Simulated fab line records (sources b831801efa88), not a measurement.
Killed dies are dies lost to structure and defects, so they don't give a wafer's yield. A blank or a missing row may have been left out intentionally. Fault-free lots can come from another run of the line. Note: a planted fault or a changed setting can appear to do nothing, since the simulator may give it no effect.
Code-filled problem report in 8D (eight disciplines) form    flow gf180mcu    the parts of the form that need people (team, actions taken, sign-off) are left out

1. WHAT WENT WRONG
tilt deg at GF_HV_LDD_IMPLANT_35 reads a mean of 26.817 degrees on 6 wafers of 2 lots; wafers without a fault read 29.999 degrees with a standard deviation of 0.02. That is -99 or more standard deviations from the usual mean.
First seen on wafer L873.1, day 15 00:46, on implanter-03. Wafers with a number at this step in the record: 39, from 13 lots. Rule for "out", or "out of limits": more than 4 standard deviations from the usual mean. All remaining wafers that have a number are taken as sound.

2. WHAT THIS IS AND IS NOT
question                     is                      is not
which readings at this step  tilt deg                beam energy keV
which lots                   L873, L875              L862, L863, L865, L866, L867, L869, L870, L877, L882, L883, L884
which wafers of those lots   all that have a number  -
read on which tools          implanter-03            implanter-02
when                         from day 15 00:46       up to then (21 sound wafers); but 12 sound wafers of L877, L882, L883, L884 came after

3. SUSPECTS, AND WHAT RULES EACH OUT
Counting: a tool at a process step up to the reading stays a suspect if it ran every lot that is out and no sound lot after the first of them.
- implanter-03 at GF_HV_LDD_IMPLANT_35: kept. All lots that are out passed through it, beginning with L873 at day 15 00:46, and no sound lot followed; its final sound lot before that point was L869 at day 13 20:55. Its own tilt deg readings are out on those wafers.
Remaining after the count: implanter-03 at GF_HV_LDD_IMPLANT_35.

4. THE CAUSE (what the simulator had put in)
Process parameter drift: implanter-03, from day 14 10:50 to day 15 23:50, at GF_HV_LDD_IMPLANT_35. From 30, the setting tilt deg moved by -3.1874. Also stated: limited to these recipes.
This tool alone remained once counting was done.

5. THE CHAIN OF EFFECTS, in route order
Rows list readings where the struck wafers' mean (over those with a number) sits beyond 3 standard deviations from the usual. Only readings whose record carries a usual standard deviation are examined. hours: median over the lots of the time between each lot's start at the first step of this table that gives one and its start at this step. sigmas: the change, counted in usual standard deviations.
hours  step                  reading   usual           on struck wafers  change  sigmas
0      GF_HV_LDD_IMPLANT_35  tilt deg  29.999 degrees  26.817            -3.182  -99 or more
Its process steps:
- GF_HV_LDD_IMPLANT_35
Readings that are blank on the struck wafers while sound wafers have them: HV_LDD_RS at GF_HV_LDD_RS_MEAS_53.
Later steps that measure or inspect, where all struck wafers having a row at the step show a number for every such reading and not one has moved that far: GF_V2_THK_MEAS_03, GF_V4_CD_MEAS_14.

6. HOW IT WOULD HAVE BEEN CAUGHT EARLIER
The fault began at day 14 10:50; the first out-of-limits reading in this record came at day 15 00:46, 14 hours later.
